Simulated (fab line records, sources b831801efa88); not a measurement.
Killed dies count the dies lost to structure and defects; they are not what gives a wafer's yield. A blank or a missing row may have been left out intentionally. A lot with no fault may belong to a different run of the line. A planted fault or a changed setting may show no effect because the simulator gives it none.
The tool behind it: which one?	flow gf180mcu	12 lots with 36 wafers sampled at 3 steps, on a route of 602 steps

== WHAT THE GAUGES READ, wafer by wafer ==
GF_SALICIDE_THK_MEAS_05: measures by xrf.
lot	measured	on	SALICIDE_TIN_THK (nm)
L075	day 15 16:07	film_metro-02	20.32 20.31 19.86
L077	day 16 10:40	film_metro-03	20.34 19.59 19.91
L079	day 16 19:13	film_metro-02	20.37 19.98 20.00
L081	day 17 20:04	film_metro-04	19.78 19.97 20.02
L083	day 18 07:51	film_metro-02	19.94 20.29 20.20
L085	day 19 03:58	film_metro-04	20.27 20.03 19.98
L087	day 19 20:39	film_metro-02	20.13 20.26 20.24
L089	day 20 16:19	film_metro-04	20.15 20.07 20.16
L092	day 22 04:03	film_metro-02	19.71 20.14 20.20
L093	day 22 12:25	film_metro-02	20.19 19.98 20.28
L095	day 22 22:27	film_metro-02	20.37 19.62 20.63
L096	day 23 11:10	film_metro-03	20.40 20.62 20.36

== EACH LOT AND THE TOOL THAT RAN IT (in order: tool; ch and the chambers of the sampled wafers; start) ==
lot	GF_VT_IMPLANT_STRIP_20	GF_SALICIDE_SPUTTER_02
L075	plasma_asher-02 ch 0,1, day 6 12:56	pvd_sputter-01, day 15 15:56
L077	plasma_asher-01 ch 0,1, day 6 23:53	pvd_sputter-04, day 16 10:29
L079	plasma_asher-01 ch 0,1, day 7 08:28	pvd_sputter-04, day 16 19:02
L081	plasma_asher-03 ch 0,1, day 8 01:19	pvd_sputter-04, day 17 19:54
L083	plasma_asher-03 ch 0,1, day 8 12:34	pvd_sputter-02, day 18 07:40
L085	plasma_asher-01 ch 0, day 9 03:50	pvd_sputter-01, day 19 03:47
L087	plasma_asher-02 ch 0,1, day 9 15:37	pvd_sputter-02, day 19 20:29
L089	plasma_asher-01 ch 0,1, day 10 06:16	pvd_sputter-02, day 20 16:07
L092	plasma_asher-02 ch 0,1, day 11 07:50	pvd_sputter-01, day 22 03:52
L093	plasma_asher-01 ch 0,1, day 11 17:55	pvd_sputter-02, day 22 12:13
L095	plasma_asher-01 ch 0,1, day 12 03:58	pvd_sputter-04, day 22 22:16
L096	plasma_asher-01 ch 0,1, day 12 12:28	pvd_sputter-02, day 23 10:58
- GF_VT_IMPLANT_STRIP_20: strips in O2/N2.
- GF_SALICIDE_SPUTTER_02: material Co, target thk 10 nm, time 20 s.

== THE ANSWER, worked out from the rows above alone ==
Rule: usual is defined by the lots themselves. The widest of any qualifying gaps counts: lots, ordered by their means at a reading, are off when they make up no more than a third of the lots, leave a main group of 4 or more, and stand apart from it by 3 or more times the standard deviation of that group's means. A main group whose means are all the same, to the digits that the tables above print for the reading, isn't used. A lot without any number at a reading at which 4 lots or more have one is off too. All remaining lots with rows at the step are treated as sound.
Nothing can be told from this: no lot is off at any reading shown.

== WHAT WAS PUT IN BY THE SIMULATOR ==
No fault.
